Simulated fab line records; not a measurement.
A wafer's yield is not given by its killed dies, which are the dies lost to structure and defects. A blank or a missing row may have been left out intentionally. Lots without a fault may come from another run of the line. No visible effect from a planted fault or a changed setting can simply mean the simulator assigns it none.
Which tool did it? + flow sky130 + 33 wafers sampled from 11 lots at 1 step of a route of 708

== WHAT THE GAUGES SHOWED, per wafer ==
SKY_POLY_CUT_CD_MEAS_08: target cd 270 nm.
| lot  | measured     | on        | cd_nm (nm)        |
|------|--------------|-----------|-------------------|
| L868 | day 25 06:41 | cd_sem-02 | 268.8 268.5 267.7 |
| L870 | day 26 05:11 | cd_sem-01 | 272.4 271.1 272.1 |
| L871 | day 26 11:36 | cd_sem-01 | 266.1 268.1 266.3 |
| L872 | day 26 20:11 | cd_sem-02 | 271.0 270.2 269.2 |
| L873 | day 27 04:24 | cd_sem-02 | 268.7 269.7 268.7 |
| L877 | day 28 12:17 | cd_sem-02 | 267.7 268.1 267.4 |
| L882 | day 30 03:29 | cd_sem-01 | 271.1 270.2 269.8 |
| L884 | day 30 20:37 | cd_sem-01 | 269.2 271.1 268.9 |
| L887 | day 31 15:25 | cd_sem-02 | 269.5 270.0 270.5 |
| L888 | day 31 21:34 | cd_sem-02 | 266.4 266.8 267.2 |
| L889 | day 32 10:35 | cd_sem-01 | 266.9 268.0 267.9 |

== EACH LOT AND THE TOOL THAT RAN IT (in order: tool; ch and the chambers of the sampled wafers; start) ==
No process step before these readings appears in the record.

== THE ANSWER, worked out from the rows above alone ==
Rule: the lots themselves supply what counts as usual. Put in order of their means at a reading, lots are off if they are a third of the lots or fewer, leave a main group of 4 or more, and stand apart from it by a gap of 3 or more times the standard deviation of the main group's means; of several such gaps the widest counts. The tables above print the reading to a certain number of digits; a main group whose means all agree to those digits is not used. A lot without any number at a reading at which 4 lots or more have one is off too. Any other lot the step has rows for is counted as sound.
No lot is off at any reading shown: from this, nothing can be told.

== WHAT WAS PUT IN BY THE SIMULATOR ==
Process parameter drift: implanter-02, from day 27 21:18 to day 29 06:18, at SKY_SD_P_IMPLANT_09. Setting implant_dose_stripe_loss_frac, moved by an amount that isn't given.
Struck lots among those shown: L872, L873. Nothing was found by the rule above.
